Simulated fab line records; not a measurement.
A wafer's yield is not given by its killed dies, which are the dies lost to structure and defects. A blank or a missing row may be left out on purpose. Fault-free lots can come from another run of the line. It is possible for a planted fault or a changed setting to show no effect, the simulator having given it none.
Code-filled problem report in 8D (eight disciplines) form	flow gf180mcu	the parts of the form that need people (team, actions taken, sign-off) are left out

== 1. WHAT WENT WRONG ==
Mean of cdNm at GF_M5_CD_MEAS_07: 272.4 nm across 9 wafers in 3 lots; on wafers with no fault it is 279.6 nm (standard deviation 1.3). That is -5.5 standard deviations from the usual mean.
The step: target cd 280 nm.
The first sign was on wafer L668.3 at day 31 03:35, on cdSem-01. The record has a number at this step for 39 wafers belonging to 13 lots. Rule for "out", or "out of limits": more than 4 standard deviations from the usual mean. Any other wafer with a number is counted as sound.

== 2. WHAT IT IS, AND WHAT IT ISN'T ==
question	is	is not
which readings at this step	cdNm	-
which lots	L668, L669, L671	L652, L655, L656, L661, L662, L663, L665, L666, L667, L674
which wafers of those lots	all that have a number	-
read on which gauges	cdSem-01	cdSem-02
when	from day 31 03:35	up to then (27 sound wafers); but 3 sound wafers of L674 came after

== 3. SUSPECTS, AND WHAT RULES EACH OUT ==
Counting: a tool at a process step up to the reading stays a suspect if it ran every lot that is out and no sound lot after the first of them.
- the gauge at GF_M5_CD_MEAS_07: kept. All the wafers that are out were read on cdSem-01, and no step on other tools shows them out.
- pvdSputter-01 at GF_V4_SPUTTER_21 (material Ti, target thk 15 nm, time 80.02 s): ruled out as a lasting fault. The sound lots L674 went through it after L668, its earliest lot that is out (day 29 13:44).
- lithoTrack-02 at GF_M5_PEB_05 (peb time 90 s): kept. Every lot that is out went through it, starting with L668 (day 31 03:16), and after that it ran no sound lot; the last sound lot it ran before then is L666 (day 30 12:08).
Remaining after the count are lithoTrack-02 at GF_M5_PEB_05 and cdSem-01 at GF_M5_CD_MEAS_07.

== 4. THE CAUSE (what the simulator had put in) ==
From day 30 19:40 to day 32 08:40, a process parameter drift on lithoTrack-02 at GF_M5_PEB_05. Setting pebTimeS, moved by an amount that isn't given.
After counting, 2 suspects remain, this tool included.

== 5. THE EFFECT CHAIN, in route order ==
One row per reading whose mean, taken over the struck wafers that have a number, lies over 3 standard deviations from the usual. Only readings whose record carries a usual standard deviation are examined. hours: median over the lots of the time between each lot's start at the first step of this table that gives one and its start at this step. sigmas: the change, counted in usual standard deviations.
hours	step	reading	usual	on struck wafers	change	sigmas
0	GF_M5_CD_MEAS_07	cdNm	279.6 nm	272.4	-7.2	-5.5

== 6. WHAT WOULD HAVE CAUGHT IT SOONER ==
The first out-of-limits reading at a measuring or inspecting step in this record came at day 31 03:35, 8 hours after the fault's start at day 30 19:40.
Lots out: 3; of these, L669, L671 started GF_M5_PEB_05 on lithoTrack-02 after day 31 03:35. A hold on the tool at that time would have spared those 2.
